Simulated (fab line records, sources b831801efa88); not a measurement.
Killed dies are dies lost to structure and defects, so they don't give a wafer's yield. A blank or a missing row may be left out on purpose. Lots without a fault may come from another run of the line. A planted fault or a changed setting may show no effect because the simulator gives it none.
One fault seen from 2 desks | flow gf180mcu | each desk has only its own numbers; what lay behind them comes last

THE TOOL OWNER'S DESK: pvd_sputter-01
The tool's own readings at GF_V1_SPUTTER_21 (material Ti, target thk 15 nm, time 80.02 s): means of the sampled wafers that have a number, for each lot that ran on this tool. A lot is out of limits, marked OUT, if its mean lies more than 4 standard deviations from the usual mean; the brackets give that distance.
Columns: A = chamber_pressure_pa at GF_V1_SPUTTER_21, usual 5.000 Pa; B = substrate_temp_c at GF_V1_SPUTTER_21, usual 200.02 C; C = throttle_valve_pct at GF_V1_SPUTTER_21, usual 30.1 %
lot  | first seen here | A     | B      | C
L938 | day 17 14:37    | 4.989 | 199.99 | 29.0
L945 | day 21 03:29    | 4.991 | 200.03 | 30.0
L944 | day 21 03:53    | 4.991 | 199.91 | 30.0
L950 | day 23 05:36    | 5.002 | 199.97 | 29.4
This desk's finding: nothing out of limits on any of the 4 lots.

THE METROLOGY DESK
What the gauges read, lot by lot, whatever tool the lot ran on: means of the sampled wafers that have a number. A lot is out of limits, marked OUT, if its mean lies more than 4 standard deviations from the usual mean; the brackets give that distance.
Columns: A = TOP_METAL_ALCU_THK at GF_TOP_METAL_THK_MEAS_06, usual 905 nm
lot  | first seen here | A
L938 | day 26 23:01    | 891
L939 | day 27 22:59    | 913
L940 | day 28 12:40    | 900
L941 | day 28 14:59    | 905
L945 | day 29 18:13    | 920
L944 | day 29 18:34    | 903
L946 | day 30 03:34    | 896
L951 | day 32 05:37    | 908
L950 | day 32 05:56    | 899
L956 | day 33 08:20    | 906
L958 | day 33 09:13    | 905
L959 | day 33 09:31    | 898
L960 | day 33 10:07    | 918
This desk's finding: nothing out of limits on any of the 13 lots.

PUT TOGETHER
The tool owner's desk saw nothing out of limits.
The metrology desk saw nothing out of limits.

WHAT THE SIMULATOR HAD PUT IN
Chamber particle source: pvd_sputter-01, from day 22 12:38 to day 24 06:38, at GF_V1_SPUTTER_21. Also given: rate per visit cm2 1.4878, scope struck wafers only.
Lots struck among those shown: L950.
